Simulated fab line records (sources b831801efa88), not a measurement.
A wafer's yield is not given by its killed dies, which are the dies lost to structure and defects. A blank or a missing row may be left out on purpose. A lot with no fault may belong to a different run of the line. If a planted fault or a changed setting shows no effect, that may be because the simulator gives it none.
Which tool did it? | flow sky130 | 11 lots with 33 wafers sampled at 5 steps, on a route of 708 steps

== WHAT EACH GAUGE READ, for each wafer ==
SKY_LOCAL_INTERCONNECT_RS_MEAS_01: a four-point-probe measurement.
lot  | measured     | on           | LOCAL_INTERCONNECT_TIN_RS (ohm/sq)
L672 | day 29 13:23 | filmMetro-01 | 14.30 14.28 14.34
L675 | day 30 16:14 | filmMetro-01 | 14.10 13.96 14.11
L676 | day 31 01:19 | filmMetro-04 | 14.31 14.31 14.35
L680 | day 32 04:42 | filmMetro-04 | 14.16 14.09 14.29
L682 | day 32 23:56 | filmMetro-03 | 14.30 14.17 14.24
L683 | day 33 08:13 | filmMetro-03 | 14.09 13.96 13.97
L684 | day 33 13:54 | filmMetro-04 | 14.41 14.78 14.79
L685 | day 33 16:27 | filmMetro-03 | 14.14 14.11 14.08
L691 | day 35 17:43 | filmMetro-01 | 14.20 14.21 14.22
L693 | day 35 22:42 | filmMetro-01 | 14.35 14.17 14.34
L694 | day 36 06:08 | filmMetro-01 | 13.95 14.08 13.98

== TOOL THAT RAN EACH LOT (tool first, then ch and the chambers of the sampled wafers, then the start) ==
lot  | SKY_SD_N_STRIP_11                   | SKY_SD_N_RTA_14                 | SKY_LI_CONTACT_CMP_02         | SKY_LOCAL_INTERCONNECT_SPUTTER_00
L672 | plasmaAsher-01 ch 0,1, day 28 06:27 | rtpAnneal-01 ch 0, day 28 06:40 | cmp-01 ch 1,2, day 28 07:23   | pvdSputter-04, day 29 13:17
L675 | plasmaAsher-04 ch 0,1, day 29 10:13 | rtpAnneal-02 ch 0, day 29 10:26 | cmp-01 ch 0,1,3, day 29 11:11 | pvdSputter-03, day 30 16:10
L676 | plasmaAsher-04 ch 0,1, day 29 18:12 | rtpAnneal-01 ch 0, day 29 18:25 | cmp-02 ch 0,1,2, day 29 19:37 | pvdSputter-04, day 31 01:14
L680 | plasmaAsher-01 ch 0,1, day 30 22:38 | rtpAnneal-01 ch 0, day 30 22:49 | cmp-02 ch 0,1,2, day 30 23:37 | pvdSputter-03, day 32 04:36
L682 | plasmaAsher-03 ch 0,1, day 31 18:24 | rtpAnneal-01 ch 0, day 31 18:37 | cmp-02 ch 0,2,3, day 31 19:28 | pvdSputter-04, day 32 23:52
L683 | plasmaAsher-01 ch 0,1, day 32 01:37 | rtpAnneal-02 ch 0, day 32 01:49 | cmp-01 ch 1,2, day 32 02:32   | pvdSputter-02, day 33 08:09
L684 | plasmaAsher-03 ch 0,1, day 32 05:58 | rtpAnneal-01 ch 0, day 32 06:11 | cmp-01 ch 0,1,3, day 32 07:10 | pvdSputter-04, day 33 13:49
L685 | plasmaAsher-03 ch 0,1, day 32 11:38 | rtpAnneal-02 ch 0, day 32 11:49 | cmp-01 ch 2,3, day 32 12:59   | pvdSputter-02, day 33 16:21
L691 | plasmaAsher-01 ch 1, day 34 12:43   | rtpAnneal-02 ch 0, day 34 12:55 | cmp-02 ch 0,1,3, day 34 13:44 | pvdSputter-03, day 35 17:39
L693 | plasmaAsher-01 ch 0,1, day 34 17:39 | rtpAnneal-02 ch 0, day 34 17:52 | cmp-02 ch 1,2,3, day 34 18:56 | pvdSputter-02, day 35 22:38
L694 | plasmaAsher-03 ch 0,1, day 35 01:31 | rtpAnneal-01 ch 0, day 35 01:44 | cmp-01 ch 0,1,3, day 35 02:35 | pvdSputter-03, day 36 06:03
- SKY_SD_N_STRIP_11: strips in O2/N2.
- SKY_SD_N_RTA_14: time 2 s.
- SKY_LI_CONTACT_CMP_02: polishes PSG.
- SKY_LOCAL_INTERCONNECT_SPUTTER_00: material TiN, target thk 100 nm, time 83.3 s.

== THE ANSWER, worked out from the rows above alone ==
Rule: the usual values come from the lots themselves. The widest of any qualifying gaps counts: lots, ordered by their means at a reading, are off when they make up no more than a third of the lots, leave a main group of 4 or more, and stand apart from it by 3 or more times the standard deviation of that group's means. If all means in a main group match to the digits the tables above print for the reading, that group is not used. A lot without any number at a reading at which 4 lots or more have one is off too. Where the step has rows for the other lots, those lots are counted as sound.
Nothing can be told from this: no lot is off at any reading shown.

== WHAT HAD BEEN PUT IN BY THE SIMULATOR ==
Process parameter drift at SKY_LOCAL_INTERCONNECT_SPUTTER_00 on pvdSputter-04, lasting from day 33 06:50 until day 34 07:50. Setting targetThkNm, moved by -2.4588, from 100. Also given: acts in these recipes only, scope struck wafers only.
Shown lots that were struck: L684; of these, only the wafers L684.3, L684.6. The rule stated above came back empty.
